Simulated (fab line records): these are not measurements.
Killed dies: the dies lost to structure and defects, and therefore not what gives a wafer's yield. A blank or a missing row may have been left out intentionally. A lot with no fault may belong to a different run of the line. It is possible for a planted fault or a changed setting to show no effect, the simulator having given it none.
fab line records	flow gf180mcu
record lots=24	wafers=72	last-day=34
route steps=602 shown M1@332 V1@356 V2@386 V3@432 M4@461
lots with no fault: from the same line, run without faults
start-h: the number of hours between the record's first day and the start of the first shown wafer of the lot	wait-h: hours since the lot's step before	" repeats the value in the row above	L1.1+2: a row that stands for several wafers	- no value, or no start was given	* or withheld: withheld	< > ~ a bound
route shown NAME@n: a module of which the file shows steps, and the number in the route of the first	usual: mean/standard deviation of fault-free wafers	same: alike in all rows	chamber/n: place in a boat	sites: readings site by site	_std_site: their standard deviation	_edge_site: mean of outer sites minus mean of inner sites	radius-mm: for every site, how far away it sits from the centre of the wafer	mask NAME#n: copy n	behind: the last tool/chamber to shape the wafer	hold: the reason the lot was held/the length of the hold in hours/how it ended	device: which transistor (n, p or np) failed to switch	end of line: tests of these same wafers at the route's end	step lacking rows: just its recipe	killed: dies lost to structure and defects at the first sort, not the wafer's yield	map: per-die view of a wafer (x killed, . not killed, _ where there is no die)
set.NAME: the setting as run; set.NAME@STEP: as run at that earlier step	model.NAME: the simulator's own value behind a step, which no gauge read
steps of the route over a sample of lots; a table a step, a row a wafer
services: when a tool's chamber went out of use (start-h, in hours from the record's first day, below 0 if earlier), for how many hours, and the reason
## steps
# step GF_M1_STRIP_17
# recipe chemistry=O2/N2	power-w=1400	pressure-mtorr=1500	platen-temp-c=250	o2-flow-sccm=3000	n2-flow-sccm=300	overash-fraction=0.5
# usual drypump-motor-current-A=5.5/0.59	heater-power-w=329/23	oes-product-au=0.558/0.0047	strip-time-to-endpoint-s=7.87/0.043
lot.wafer	tool	chamber	start-h	wait-h	drypump-motor-current-A	heater-power-w	oes-product-au	rf-hours-counter-h	strip-time-to-endpoint-s
L074.2	plasma-asher-04	1	382.46	0.1	6.5	341	0.555	59	7.83
L074.4	"	1	"	"	6.5	332	0.562	-	7.88
L074.6	"	1	"	"	6.5	335	0.555	-	7.81
L075.1	plasma-asher-02	0	393.76	0.1	5.7	338	0.556	74	7.84
L075.2	"	1	"	"	5.1	323	0.552	74	7.89
L075.3	"	0	"	"	5.7	343	0.560	-	7.82
L076.1	plasma-asher-04	1	400.59	0.1	6.5	327	0.549	61	7.82
L076.3	"	1	"	"	6.5	342	0.554	-	7.78
L076.6	"	1	"	"	6.5	325	0.560	-	7.76
L077.1	plasma-asher-01	0	407.54	0.1	4.9	334	0.563	31	7.91
L077.3	"	1	"	"	6.1	360	0.563	-	7.89
L077.4	"	0	"	"	4.9	330	0.559	-	7.88
L078.1	plasma-asher-01	0	423.25	0.2	4.9	331	0.558	33	7.84
L078.5	"	0	"	"	4.9	327	0.556	-	7.78
L078.6	"	1	"	"	6.1	352	0.557	-	7.79
L079.4	plasma-asher-02	1	436.48	0.1	5.1	308	0.556	-	7.79
L079.5	"	1	"	"	5.2	310	0.559	-	7.88
L079.6	"	0	"	"	5.7	328	0.558	-	7.79
L080.2	plasma-asher-01	1	442.93	0.1	6.1	348	0.559	36	7.84
L080.4	"	0	"	"	4.9	334	0.559	-	7.80
L080.5	"	0	"	"	4.9	336	0.551	-	7.86
L081.1	plasma-asher-02	1	453.13	0.1	5.1	301	0.558	3	7.93
L081.4	"	0	"	"	5.6	332	0.564	-	7.93
L081.6	"	1	"	"	5.1	315	0.565	-	7.95
L082.2	plasma-asher-02	0	474.16	0.1	5.6	333	0.561	6	7.86
L082.3	"	0	"	"	5.6	340	0.562	-	7.88
L082.6	"	0	"	"	5.6	336	0.553	-	7.88
L083.1	plasma-asher-01	1	480.76	0.1	6.1	348	0.555	41	7.88
L083.3	"	0	"	"	4.9	335	0.559	-	7.88
L083.4	"	1	"	"	6.1	353	0.557	-	7.84
L084.1	plasma-asher-02	0	481.41	0.1	5.6	337	0.552	7	7.88
L084.4	"	1	"	"	5.1	302	0.558	-	7.85
L084.6	"	0	"	"	5.6	332	0.560	-	7.86
L086.4	plasma-asher-04	0	497.68	0.1	5.0	283	0.559	-	7.86
L086.5	"	1	"	"	6.5	331	0.558	-	7.89
L086.6	"	0	"	"	5.0	284	0.558	-	7.89
L085.4	plasma-asher-01	0	499.05	0.1	4.9	346	0.563	-	7.95
L085.5	"	0	"	"	4.9	336	0.556	-	7.92
L085.6	"	1	"	"	6.1	356	0.563	-	7.94
L087.2	plasma-asher-02	1	513.69	0.1	5.1	313	0.560	11	7.84
L087.5	"	1	"	"	5.1	309	0.558	-	7.87
L087.6	"	0	"	"	5.6	328	0.559	-	7.89
L088.3	plasma-asher-01	1	522.23	0.1	6.1	361	0.569	-	7.94
L088.5	"	0	"	"	4.9	335	0.557	-	7.96
L088.6	"	1	"	"	6.1	356	0.561	-	7.98
L089.1	plasma-asher-01	0	522.84	0.1	4.9	334	0.563	46	7.80
L089.2	"	1	"	"	6.1	363	0.559	46	7.87
L089.3	"	0	"	"	4.9	333	0.556	-	7.85
L090.3	plasma-asher-01	0	532.74	0.1	4.9	336	0.550	-	7.85
L090.4	"	1	"	"	6.1	355	0.546	-	7.80
L090.6	"	1	"	"	6.1	353	0.555	-	7.84
L091.3	plasma-asher-01	1	541.94	0.1	6.1	354	0.552	-	7.87
L091.4	"	0	"	"	4.9	324	0.560	-	7.91
L091.5	"	1	"	"	6.1	353	0.564	-	7.89
L092.2	plasma-asher-01	1	550.76	0.1	6.1	352	0.556	50	7.89
L092.4	"	1	"	"	6.1	362	0.560	-	7.90
L092.5	"	0	"	"	4.9	346	0.555	-	7.90
L094.2	plasma-asher-02	0	559.46	0.1	5.6	335	0.563	16	7.86
L094.3	"	1	"	"	5.1	306	0.560	-	7.87
L094.4	"	0	"	"	5.6	342	0.552	-	7.91
L093.3	plasma-asher-04	0	561.62	0.1	5.0	276	0.556	-	7.83
L093.4	"	1	"	"	6.5	340	0.561	-	7.91
L093.6	"	1	"	"	6.5	342	0.550	-	7.88
L095.1	plasma-asher-04	0	568.01	0.1	5.0	281	0.550	68	7.85
L095.5	"	0	"	"	5.0	283	0.556	-	7.89
L095.6	"	1	"	"	6.5	335	0.560	-	7.87
L096.2	plasma-asher-01	0	571.66	0.1	4.9	337	0.567	52	7.91
L096.3	"	1	"	"	6.1	347	0.550	-	7.86
L096.5	"	1	"	"	6.1	348	0.553	-	7.88
L097.3	plasma-asher-04	0	579.47	0.1	5.0	280	0.561	-	7.93
L097.5	"	0	"	"	5.0	283	0.561	-	7.91
L097.6	"	1	"	"	6.5	333	0.559	-	7.91
# step GF_V1_SPUTTER_21
# recipe material=Ti	target-thk-nm=15	chamber-pressure-pa=5	power-w=2500	substrate-temp-c=200	time-s=80.02
# usual throttle-valve-pct=29.6/0.97
lot.wafer	tool	chamber	start-h	wait-h	throttle-valve-pct
L074.2	pvd-sputter-02	-	406.91	0.0	29.4
L074.4	"	-	"	"	29.8
L074.6	"	-	"	"	29.5
L075.1	pvd-sputter-01	-	418.86	0.0	28.7
L075.2	"	-	"	"	28.9
L075.3	"	-	"	"	28.8
L076.1	pvd-sputter-01	-	425.76	0.0	31.0
L076.3	"	-	"	"	28.7
L076.6	"	-	"	"	28.5
L077.1	pvd-sputter-01	-	433.44	0.0	28.7
L077.3	"	-	"	"	28.9
L077.4	"	-	"	"	31.1
L078.1	pvd-sputter-04	-	449.56	0.0	30.2
L078.5	"	-	"	"	30.5
L078.6	"	-	"	"	28.9
L079.4	pvd-sputter-01	-	462.46	0.0	28.7
L079.5	"	-	"	"	28.8
L079.6	"	-	"	"	28.9
L080.2	pvd-sputter-01	-	468.61	0.0	29.1
L080.4	"	-	"	"	31.4
L080.5	"	-	"	"	29.0
L081.1	pvd-sputter-01	-	479.09	0.0	28.9
L081.4	"	-	"	"	28.9
L081.6	"	-	"	"	28.7
L082.2	pvd-sputter-02	-	500.01	0.0	29.2
L082.3	"	-	"	"	31.2
L082.6	"	-	"	"	29.9
L083.1	pvd-sputter-01	-	506.31	0.0	31.0
L083.3	"	-	"	"	28.6
L083.4	"	-	"	"	28.6
L084.1	pvd-sputter-04	-	507.26	0.0	28.5
L084.4	"	-	"	"	30.1
L084.6	"	-	"	"	30.2
L086.4	pvd-sputter-01	-	522.84	0.0	28.7
L086.5	"	-	"	"	28.9
L086.6	"	-	"	"	31.0
L085.4	pvd-sputter-04	-	524.16	0.0	30.4
L085.5	"	-	"	"	28.6
L085.6	"	-	"	"	28.8
L087.2	pvd-sputter-01	-	538.96	0.0	28.8
L087.5	"	-	"	"	31.2
L087.6	"	-	"	"	29.0
L088.3	pvd-sputter-01	-	546.66	0.0	29.3
L088.5	"	-	"	"	28.7
L088.6	"	-	"	"	31.2
L089.1	pvd-sputter-04	-	547.31	0.0	30.4
L089.2	"	-	"	"	28.7
L089.3	"	-	"	"	28.9
L090.3	pvd-sputter-01	-	558.11	0.0	28.9
L090.4	"	-	"	"	28.7
L090.6	"	-	"	"	28.8
L091.3	pvd-sputter-02	-	568.00	0.0	30.6
L091.4	"	-	"	"	31.3
L091.5	"	-	"	"	29.4
L092.2	pvd-sputter-04	-	574.51	0.0	28.8
L092.4	"	-	"	"	30.4
L092.5	"	-	"	"	30.2
L094.2	pvd-sputter-01	-	583.91	0.0	28.8
L094.3	"	-	"	"	28.6
L094.4	"	-	"	"	28.7
L093.3	pvd-sputter-02	-	585.10	0.0	31.4
L093.4	"	-	"	"	29.5
L093.6	"	-	"	"	30.7
L095.1	pvd-sputter-04	-	592.38	0.0	28.7
L095.5	"	-	"	"	30.3
L095.6	"	-	"	"	28.9
L096.2	pvd-sputter-02	-	594.90	0.0	29.4
L096.3	"	-	"	"	31.6
L096.5	"	-	"	"	31.4
L097.3	pvd-sputter-04	-	602.84	0.0	28.7
L097.5	"	-	"	"	28.8
L097.6	"	-	"	"	28.8
# step GF_V1_THK_MEAS_25
# recipe thk-meas-gauge=xrf	reads=W_of_V1_CVD_23
# usual V1_W_THK=349/4.1
lot.wafer	tool	chamber	start-h	wait-h	V1_W_THK[nm]
L074.2	film-metro-02	-	407.25	0.1	360
L074.4	"	-	"	"	361
L074.6	"	-	"	"	358
L075.1	film-metro-01	-	419.19	0.1	348
L075.2	"	-	"	"	354
L075.3	"	-	"	"	355
L076.1	film-metro-01	-	426.09	0.1	351
L076.3	"	-	"	"	348
L076.6	"	-	"	"	347
L077.1	film-metro-02	-	433.77	0.1	349
L077.3	"	-	"	"	349
L077.4	"	-	"	"	348
L078.1	film-metro-01	-	449.90	0.1	354
L078.5	"	-	"	"	353
L078.6	"	-	"	"	351
L079.4	film-metro-02	-	462.82	0.1	346
L079.5	"	-	"	"	351
L079.6	"	-	"	"	346
L080.2	film-metro-01	-	468.95	0.1	347
L080.4	"	-	"	"	348
L080.5	"	-	"	"	345
L081.1	film-metro-03	-	479.42	0.1	345
L081.4	"	-	"	"	345
L081.6	"	-	"	"	344
L082.2	film-metro-02	-	500.35	0.1	350
L082.3	"	-	"	"	348
L082.6	"	-	"	"	354
L083.1	film-metro-01	-	506.64	0.1	353
L083.3	"	-	"	"	356
L083.4	"	-	"	"	352
L084.1	film-metro-02	-	507.59	0.1	349
L084.4	"	-	"	"	345
L084.6	"	-	"	"	347
L086.4	film-metro-01	-	523.20	0.1	342
L086.5	"	-	"	"	344
L086.6	"	-	"	"	343
L085.4	film-metro-03	-	524.54	0.1	346
L085.5	"	-	"	"	345
L085.6	"	-	"	"	345
L087.2	film-metro-03	-	539.30	0.1	348
L087.5	"	-	"	"	350
L087.6	"	-	"	"	351
L088.3	film-metro-02	-	547.01	0.1	351
L088.5	"	-	"	"	354
L088.6	"	-	"	"	350
L089.1	film-metro-01	-	547.64	0.1	346
L089.2	"	-	"	"	342
L089.3	"	-	"	"	343
L090.3	film-metro-01	-	558.46	0.1	346
L090.4	"	-	"	"	348
L090.6	"	-	"	"	351
L091.3	film-metro-03	-	568.36	0.1	349
L091.4	"	-	"	"	348
L091.5	"	-	"	"	343
L092.2	film-metro-03	-	574.85	0.1	341
L092.4	"	-	"	"	343
L092.5	"	-	"	"	342
L094.2	film-metro-02	-	584.25	0.1	347
L094.3	"	-	"	"	349
L094.4	"	-	"	"	344
L093.3	film-metro-01	-	585.46	0.1	353
L093.4	"	-	"	"	355
L093.6	"	-	"	"	348
L095.1	film-metro-01	-	592.71	0.1	353
L095.5	"	-	"	"	353
L095.6	"	-	"	"	346
L096.2	film-metro-02	-	595.25	0.1	343
L096.3	"	-	"	"	344
L096.5	"	-	"	"	346
L097.3	film-metro-03	-	603.20	0.1	349
L097.5	"	-	"	"	360
L097.6	"	-	"	"	351
# step GF_V2_CMP_04
# recipe material=SiO2	down-force-psi=4	platen-rpm=60	pad-velocity-m-s=0.94248
# usual motor-current-A=12.3/1	slurry-filter-dp-kPa=13.50/0.14	time-to-endpoint-s=85/6.9
lot.wafer	tool	chamber	start-h	wait-h	motor-current-A	slurry-filter-dp-kPa	time-to-endpoint-s
L074.2	cmp-02	3	437.54	0.1	12.1	13.32	77
L074.4	"	1	"	"	13.5	13.31	84
L074.6	"	0	"	"	10.9	13.48	78
L075.2	cmp-01	1	444.71	0.0	12.2	13.51	86
L075.1	"	2	"	"	12.5	13.11	86
L075.3	"	3	"	"	13.6	13.62	82
L076.3	cmp-01	0	453.25	0.1	12.0	13.41	87
L076.1	"	1	"	"	11.9	13.66	79
L076.6	"	0	"	"	12.2	13.67	96
L077.3	cmp-01	1	459.55	0.0	11.1	13.47	88
L077.4	"	2	"	"	13.3	13.55	96
L077.1	"	3	"	"	13.6	13.48	82
L078.1	cmp-02	0	475.45	0.1	10.4	13.68	76
L078.6	"	2	"	"	10.9	13.51	88
L078.5	"	3	"	"	12.3	13.48	78
L079.4	cmp-01	0	488.05	0.1	11.6	13.48	95
L079.5	"	3	"	"	13.4	13.70	88
L079.6	"	0	"	"	11.5	13.44	94
L080.2	cmp-02	3	494.04	0.0	12.4	13.61	71
L080.4	"	0	"	"	11.0	13.65	82
L080.5	"	3	"	"	12.1	13.08	79
L081.1	cmp-01	1	504.59	0.1	12.8	13.59	88
L081.4	"	2	"	"	12.2	13.36	95
L081.6	"	1	"	"	12.3	13.75	88
L082.3	cmp-01	2	525.72	0.1	13.2	13.45	90
L082.2	"	3	"	"	12.7	13.40	82
L082.6	"	0	"	"	11.5	13.70	97
L083.1	cmp-01	1	531.02	0.1	11.9	13.45	94
L083.4	"	2	"	"	13.0	13.59	94
L083.3	"	0	"	"	11.8	13.39	94
L084.1	cmp-01	1	532.44	0.1	11.8	13.73	80
L084.4	"	2	"	"	12.5	13.58	92
L084.6	"	2	"	"	12.6	13.43	90
L086.4	cmp-01	3	547.58	0.1	13.3	13.43	91
L086.6	"	1	"	"	12.3	13.56	87
L086.5	"	2	"	"	12.4	13.52	91
L085.4	cmp-01	0	549.00	0.1	11.4	13.70	89
L085.5	"	2	"	"	12.1	13.64	91
L085.6	"	3	"	"	12.8	13.44	87
L087.2	cmp-02	1	562.79	0.1	14.1	13.56	83
L087.5	"	0	"	"	11.8	13.34	79
L087.6	"	1	"	"	13.7	13.59	83
L088.3	cmp-02	0	570.58	0.2	10.9	13.59	72
L088.6	"	1	"	"	14.0	13.39	76
L088.5	"	2	"	"	11.1	13.38	80
L089.2	cmp-01	0	570.81	0.2	11.9	13.68	86
L089.3	"	1	"	"	12.4	13.34	84
L089.1	"	2	"	"	12.2	13.46	89
L090.4	cmp-01	2	581.54	0.1	12.5	13.56	88
L090.3	"	3	"	"	12.8	13.69	77
L090.6	"	1	"	"	12.2	13.43	83
L091.3	cmp-02	0	591.20	0.1	10.8	13.48	71
L091.4	"	2	"	"	11.0	13.54	81
L091.5	"	3	"	"	12.3	13.24	76
L092.4	cmp-02	0	598.41	0.1	11.1	13.68	85
L092.2	"	1	"	"	14.1	13.56	79
L092.5	"	2	"	"	11.1	13.32	90
L094.2	cmp-02	0	606.06	0.0	11.0	13.54	73
L094.3	"	1	"	"	15.0	13.55	75
L094.4	"	3	"	"	12.4	13.58	72
L093.4	cmp-02	0	606.93	0.0	10.8	13.45	84
L093.3	"	2	"	"	10.5	13.35	90
L093.6	"	1	"	"	14.6	13.38	83
L095.1	cmp-02	0	614.95	0.1	10.7	13.48	82
L095.6	"	2	"	"	10.8	13.59	91
L095.5	"	3	"	"	12.6	13.34	87
L096.2	cmp-01	2	617.37	0.0	12.5	13.52	82
L096.3	"	0	"	"	12.5	13.68	82
L096.5	"	3	"	"	12.9	13.49	86
L097.3	cmp-01	0	624.88	0.1	12.3	13.59	86
L097.5	"	2	"	"	12.1	13.72	85
L097.6	"	3	"	"	13.3	13.47	79
# step GF_V3_THK_MEAS_03
# recipe reads=SiO2_of_V3_CVD_02
# usual V3_CVD_02_THK=851/12
lot.wafer	tool	chamber	start-h	wait-h	V3_CVD_02_THK[nm]
L074.2	film-metro-03	-	488.95	0.0	845
L074.4	"	-	"	"	867
L074.6	"	-	"	"	858
L075.1	film-metro-02	-	494.75	0.0	849
L075.2	"	-	"	"	853
L075.3	"	-	"	"	838
L076.1	film-metro-01	-	503.54	0.0	826
L076.3	"	-	"	"	844
L076.6	"	-	"	"	836
L077.1	film-metro-02	-	510.43	0.0	822
L077.3	"	-	"	"	836
L077.4	"	-	"	"	851
L078.1	film-metro-03	-	526.19	0.0	851
L078.5	"	-	"	"	863
L078.6	"	-	"	"	868
L079.4	film-metro-02	-	537.57	0.0	851
L079.5	"	-	"	"	838
L079.6	"	-	"	"	852
L080.2	film-metro-01	-	544.35	0.0	838
L080.4	"	-	"	"	850
L080.5	"	-	"	"	854
L081.1	film-metro-02	-	552.84	0.0	857
L081.4	"	-	"	"	855
L081.6	"	-	"	"	852
L082.2	film-metro-01	-	573.44	0.0	833
L082.3	"	-	"	"	844
L082.6	"	-	"	"	847
L083.1	film-metro-01	-	578.79	0.0	846
L083.3	"	-	"	"	834
L083.4	"	-	"	"	871
L084.1	film-metro-01	-	579.29	0.0	844
L084.4	"	-	"	"	849
L084.6	"	-	"	"	864
L085.4	film-metro-03	-	595.61	0.1	848
L085.5	"	-	"	"	844
L085.6	"	-	"	"	839
L086.4	film-metro-02	-	596.31	0.1	851
L086.5	"	-	"	"	853
L086.6	"	-	"	"	850
L087.2	film-metro-03	-	608.39	0.0	847
L087.5	"	-	"	"	856
L087.6	"	-	"	"	855
L088.3	film-metro-01	-	614.56	0.1	849
L088.5	"	-	"	"	850
L088.6	"	-	"	"	848
L089.1	film-metro-01	-	616.68	0.1	831
L089.2	"	-	"	"	840
L089.3	"	-	"	"	848
L090.3	film-metro-03	-	626.52	0.1	854
L090.4	"	-	"	"	860
L090.6	"	-	"	"	853
L091.3	film-metro-03	-	634.59	0.1	859
L091.4	"	-	"	"	865
L091.5	"	-	"	"	862
L092.2	film-metro-03	-	642.04	0.0	855
L092.4	"	-	"	"	870
L092.5	"	-	"	"	865
L094.2	film-metro-02	-	648.95	0.0	856
L094.3	"	-	"	"	852
L094.4	"	-	"	"	866
L093.3	film-metro-03	-	649.91	0.1	845
L093.4	"	-	"	"	876
L093.6	"	-	"	"	880
L095.1	film-metro-03	-	657.85	0.1	838
L095.5	"	-	"	"	847
L095.6	"	-	"	"	843
L096.2	film-metro-01	-	659.56	0.1	841
L096.3	"	-	"	"	852
L096.5	"	-	"	"	861
L097.3	film-metro-02	-	667.41	0.1	856
L097.5	"	-	"	"	866
L097.6	"	-	"	"	860
# step GF_M4_RS_MEAS_05
# recipe thk-meas-gauge=four-point-probe	reads=TiN_of_M4_SPUTTER_04+Ti_of_M4_SPUTTER_03+AlCu_of_M4_SPUTTER_02+TiN_of_M4_SPUTTER_01+Ti_of_M4_SPUTTER_00
# usual M4_ALCU_RS=0.0693/0.00089
lot.wafer	tool	chamber	start-h	wait-h	M4_ALCU_RS[ohm/sq]
L074.2	film-metro-02	-	515.07	0.0	0.0703
L074.4	"	-	"	"	0.0692
L074.6	"	-	"	"	0.0709
L075.1	film-metro-01	-	520.37	0.0	0.0689
L075.2	"	-	"	"	0.0684
L075.3	"	-	"	"	0.0679
L076.1	film-metro-01	-	529.22	0.0	0.0702
L076.3	"	-	"	"	0.0691
L076.6	"	-	"	"	0.0695
L077.1	film-metro-02	-	534.90	0.0	0.0705
L077.3	"	-	"	"	0.0694
L077.4	"	-	"	"	0.0693
L078.1	film-metro-02	-	550.97	0.0	0.0698
L078.5	"	-	"	"	0.0686
L078.6	"	-	"	"	0.0708
L079.4	film-metro-04	-	561.84	0.1	0.0674
L079.5	"	-	"	"	0.0672
L079.6	"	-	"	"	0.0674
L080.2	film-metro-04	-	570.04	0.0	0.0689
L080.4	"	-	"	"	0.0694
L080.5	"	-	"	"	0.0704
L081.1	film-metro-01	-	577.84	0.0	0.0688
L081.4	"	-	"	"	0.0682
L081.6	"	-	"	"	0.0688
L082.2	film-metro-04	-	596.79	0.0	0.0697
L082.3	"	-	"	"	0.0701
L082.6	"	-	"	"	0.0700
L083.1	film-metro-01	-	601.99	0.0	0.0699
L083.3	"	-	"	"	0.0712
L083.4	"	-	"	"	0.0707
L084.1	film-metro-01	-	602.64	0.0	0.0682
L084.4	"	-	"	"	0.0696
L084.6	"	-	"	"	0.0684
L085.4	film-metro-01	-	618.62	0.1	0.0694
L085.5	"	-	"	"	0.0686
L085.6	"	-	"	"	0.0691
L086.4	film-metro-02	-	619.53	0.1	0.0673
L086.5	"	-	"	"	0.0682
L086.6	"	-	"	"	0.0679
L087.2	film-metro-01	-	630.59	0.0	0.0704
L087.5	"	-	"	"	0.0706
L087.6	"	-	"	"	0.0707
L088.3	film-metro-02	-	637.31	0.1	0.0689
L088.5	"	-	"	"	0.0681
L088.6	"	-	"	"	0.0684
L089.1	film-metro-01	-	639.12	0.0	0.0701
L089.2	"	-	"	"	0.0713
L089.3	"	-	"	"	0.0696
L090.3	film-metro-01	-	648.76	0.1	0.0699
L090.4	"	-	"	"	0.0688
L090.6	"	-	"	"	0.0692
L091.3	film-metro-02	-	655.71	0.1	0.0695
L091.4	"	-	"	"	0.0685
L091.5	"	-	"	"	0.0695
L092.2	film-metro-01	-	663.92	0.0	0.0699
L092.4	"	-	"	"	0.0692
L092.5	"	-	"	"	0.0704
L094.2	film-metro-02	-	670.39	0.0	0.0689
L094.3	"	-	"	"	0.0682
L094.4	"	-	"	"	0.0682
L093.3	film-metro-02	-	671.46	0.1	0.0677
L093.4	"	-	"	"	0.0687
L093.6	"	-	"	"	0.0688
L095.1	film-metro-01	-	678.87	0.0	0.0688
L095.5	"	-	"	"	0.0688
L095.6	"	-	"	"	0.0700
L096.2	film-metro-01	-	680.74	0.0	0.0688
L096.3	"	-	"	"	0.0695
L096.5	"	-	"	"	0.0700
L097.3	film-metro-02	-	688.91	0.1	0.0694
L097.5	"	-	"	"	0.0700
L097.6	"	-	"	"	0.0697
## services
tool	chamber	start-h	hours	kind
cmp-01	-	364.35	0.3	repair
plasma-asher-04	-	372.64	3.9	repair
pvd-sputter-04	-	381.26	5.6	repair
pvd-sputter-04	-	397.43	1.2	repair
plasma-asher-04	-	401.88	95.0	repair
cmp-02	-	404.00	4.0	pm
pvd-sputter-04	-	406.65	1.1	repair
cmp-02	-	414.26	4.3	pm
plasma-asher-02	-	421.25	9.0	pm
plasma-asher-01	-	429.26	2.1	repair
pvd-sputter-02	-	429.72	1.2	repair
cmp-01	-	436.89	4.3	repair
pvd-sputter-01	-	511.19	0.5	repair
pvd-sputter-02	-	522.77	19.7	repair
pvd-sputter-01	-	525.32	2.4	repair
pvd-sputter-04	-	538.31	1.2	repair
cmp-01	-	572.03	4.0	pm
cmp-02	-	575.54	4.4	repair
cmp-01	-	576.03	-	consumable-replace:conditioner
cmp-01	-	576.03	-	consumable-replace:pad
pvd-sputter-04	-	576.79	2.1	repair
plasma-asher-02	-	604.94	7.1	repair
cmp-01	-	607.60	0.7	repair
pvd-sputter-04	-	620.05	12.9	repair
## key
fault none
